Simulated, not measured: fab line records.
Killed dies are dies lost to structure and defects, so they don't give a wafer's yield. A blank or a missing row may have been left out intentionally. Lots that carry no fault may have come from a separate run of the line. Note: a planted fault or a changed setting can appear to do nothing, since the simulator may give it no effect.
Code-filled problem report in 8D (eight disciplines) form	flow sky130	the parts of the form that need people (team, actions taken, sign-off) are left out

## 1. PROBLEM STATEMENT
Mean VT_ADJUST_LVTN_TW at SKY_VT_ADJUST_LVTN_TW_MEAS_10: 260.1 over 6 wafers in 2 lots; fault-free wafers: 241.2, standard deviation 1.1. Measured from the usual mean, that is +17 standard deviations.
Seen first at day 10 01:50 on film_metro-04, wafer L634.1. Wafers with a number at this step in the record: 36, from 12 lots. The rule behind "out" and "out of limits": a value lying over 4 standard deviations away from the usual mean. All remaining wafers that have a number are taken as sound.

## 2. WHAT IT IS; WHAT IT IS NOT
question	is	is not
which readings at this step	VT_ADJUST_LVTN_TW	-
which lots	L634, L636	L623, L624, L626, L627, L628, L629, L633, L635, L643, L646
which wafers of those lots	all that have a number	-
read on which gauges	film_metro-01, film_metro-04	film_metro-03
when	from day 10 01:50	up to then (21 sound wafers); but 9 sound wafers of L635, L643, L646 came after

## 3. WHAT RULES OUT EACH SUSPECT
Counting: a tool stays on the suspect list if, at a process step up to the reading, it processed all lots that are out and no sound lot following the first of them.
- ruled out: the gauge at SKY_VT_ADJUST_LVTN_TW_MEAS_10. The wafers that are out were read on 2 gauges (film_metro-01, film_metro-04).
- implanter-03 at SKY_VT_ADJUST_LVTN_IMPLANT_08: kept. All lots that are out passed through it, beginning with L634 at day 10 01:35, and no sound lot followed; its final sound lot before that point was L629 at day 8 13:33. Out on those wafers are its own readings of dose_ions_cm2, faraday_current_uA.
The count leaves implanter-03 at SKY_VT_ADJUST_LVTN_IMPLANT_08.

## 4. THE CAUSE (what the simulator had put in)
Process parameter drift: implanter-03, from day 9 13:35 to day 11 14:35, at SKY_VT_ADJUST_LVTN_IMPLANT_08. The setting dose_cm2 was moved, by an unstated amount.
This tool alone remained once counting was done.

## 5. THE CHAIN OF EFFECTS, in route order
Each row: a reading where the mean over the struck wafers with a number is more than 3 standard deviations away from the usual. Readings are gone through only where the record gives a usual standard deviation; hours: the median, over the lots, of the time from a lot's start at the first step in this table giving one to that lot's start at this step; sigmas: the change measured in usual standard deviations.
hours	step	reading	usual	on struck wafers	change	sigmas
0	SKY_VT_ADJUST_LVTN_IMPLANT_08	dose_ions_cm2	1.57e+12	1.99e+12	+4.20e+11	+99 or more
0	SKY_VT_ADJUST_LVTN_IMPLANT_08	faraday_current_uA	8.84	11.17	+2.33	+13
0	SKY_VT_ADJUST_LVTN_TW_MEAS_10	VT_ADJUST_LVTN_TW	241.2	260.1	+18.9	+17
The process steps in it:
- SKY_VT_ADJUST_LVTN_IMPLANT_08

## 6. HOW IT WOULD HAVE BEEN CAUGHT EARLIER
The first out-of-limits reading at a measuring or inspecting step in this record came at day 10 01:50, 12 hours after the fault's start at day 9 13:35.
Tool's own readings at SKY_VT_ADJUST_LVTN_IMPLANT_08, dose_ions_cm2, faraday_current_uA: out on all struck wafers the step has rows for; an alarm limit on them would have tripped on the first.
L636, from the lots that are out (2), started SKY_VT_ADJUST_LVTN_IMPLANT_08 on implanter-03 later than day 10 01:50. It would have been spared by a hold on the tool at that moment.
